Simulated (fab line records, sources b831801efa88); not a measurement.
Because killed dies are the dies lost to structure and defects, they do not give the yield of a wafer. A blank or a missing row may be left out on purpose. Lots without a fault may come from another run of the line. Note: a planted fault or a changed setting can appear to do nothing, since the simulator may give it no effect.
Matching of chambers -- flow sky130 -- SKY_VIA2_ETCH_15 on rie_diel-04: 4 sister chambers
The step etches SiO2 in C4F8/O2/Ar, stops on TiN, target depth 546 nm, time 84 s. 4 wafers are shown with their chamber, then 8 later ones without.

## EACH WAFER AND ITS CHAMBER
wafer,chamber,chamber_pressure_mTorr (mTorr)
L084.1,2,40.01
L086.1,0,40.04
L086.5,3,40.07
L088.2,1,39.99

## WAFERS WHOSE CHAMBER IS MISSING
wafer,chamber_pressure_mTorr (mTorr)
L088.3,40.01
L088.6,39.96
L094.1,39.99
L094.2,39.98
L094.6,40.00
L097.1,40.00
L097.5,40.02
L097.6,40.01

## WHICH CHAMBER EACH ONE RAN IN
wafer,from the rows above,in truth
L088.3,can't be placed: 2 or 1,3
L088.6,can't be placed: 1 or 2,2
L094.1,can't be placed: 1 or 2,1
L094.2,can't be placed: 1 or 2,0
L094.6,can't be placed: 1 or 2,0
L097.1,can't be placed: 1 or 2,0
L097.5,can't be placed: 2 or 0 or 1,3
L097.6,can't be placed: 2 or 1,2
Correctly placed: 0 of 8. Unplaceable from these rows: 8, with the true chamber sitting among the candidates in 3. 0 placed wrongly.
How it was worked out, from the rows above alone: a wafer's distance from a chamber is the root of the sum, over the readings, of the square of ((its reading less the chamber's mean) divided by the reading's scatter). The wafer belongs to the nearest chamber; if the next one is less than 2 further off, it can't be placed. The mean given for a chamber averages the wafers shown for that chamber. The scatter: root of mean squared gap, hidden wafer to nearest shown wafer, with one shown wafer a chamber.
